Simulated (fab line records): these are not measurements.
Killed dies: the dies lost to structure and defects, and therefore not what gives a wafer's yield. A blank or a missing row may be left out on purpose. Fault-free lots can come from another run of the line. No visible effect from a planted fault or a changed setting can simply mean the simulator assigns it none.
One fault seen from 2 desks + flow sky130 + every desk sees just its own numbers, and what lay behind them comes last

## DESK OF THE TOOL OWNER: rie diel-01
The tool's own readings at SKY_VIA1_ETCH_14 (etches BARC in N2/H2, stops on SiO2, time 45.9 s, target depth 60 nm): means of the sampled wafers that have a number, for each lot that ran on this tool. Marked OUT: a lot whose mean sits more than 4 standard deviations from the usual mean, which makes it out of limits; the brackets give that distance.
Columns: A = drypump motor current A at SKY_VIA1_ETCH_14, usual 5.7 A; B = oes product au at SKY_VIA1_ETCH_14, usual 0.854 a.u.; C = run length s at SKY_VIA1_ETCH_14, usual 74.1 s; D = throttle valve pct at SKY_VIA1_ETCH_14, usual 13.224 %
| lot  | first seen here | A   | B               | C              | D      |
|------|-----------------|-----|-----------------|----------------|--------|
| L409 | day 36 01:20    | 5.2 | 0.854           | 73.9           | 13.224 |
| L415 | day 38 03:29    | 5.2 | 0.921 (+14) OUT | 70.4 (-10) OUT | 13.238 |
| L416 | day 38 09:20    | 5.0 | 0.919 (+14) OUT | 70.1 (-11) OUT | 13.222 |
This desk's finding: out of limits on L415, L416; first on L415, day 38 03:29 (oes product au at SKY_VIA1_ETCH_14). L409 stayed within limits.

## THE METROLOGY DESK
Means of the sampled wafers that have a number, per lot and without regard to the tool the lot ran on: this is what the gauges read. Marked OUT: a lot whose mean sits more than 4 standard deviations from the usual mean, which makes it out of limits; the brackets give that distance.
Columns: A = VIA1_BOW at SKY_VIA1_BOW_MEAS_03, usual 83 um; B = cd nm at SKY_VIA1_CD_MEAS_12, usual 149.3 nm; C = VIA1_OVL at SKY_VIA1_OVL_MEAS_13, usual -3 nm
| lot  | first seen here | A  | B     | C  |
|------|-----------------|----|-------|----|
| L403 | day 33 04:07    | 87 | 149.6 | 3  |
| L409 | day 34 23:43    | 90 | 147.3 | -4 |
| L415 | day 37 01:10    | 86 | 150.6 | -5 |
| L416 | day 37 07:24    | 71 | 149.5 | -9 |
| L417 | day 37 13:53    | 84 | 151.3 | 1  |
| L424 | day 39 23:52    | 89 | 147.9 | -5 |
Finding of this desk: none of the 6 lots has anything out of limits.

## BROUGHT TOGETHER
On L415, L416, at day 38 03:29, an alarm was possible from the tool owner's desk.
At the metrology desk, nothing out of limits was observed.
The metrology desk holds a record of L415, L416, inside its limits.
All the named lots went through SKY_VIA1_ETCH_14 on rie diel-01.

## WHAT THE SIMULATOR HAD PUT IN
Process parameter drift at SKY_VIA1_ETCH_14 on rie diel-01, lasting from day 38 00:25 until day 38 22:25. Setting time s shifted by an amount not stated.
Shown lots that were struck: L415, L416.
Delay in hours, fault start to first out-of-limits reading, by desk: the tool owner's desk at 3.
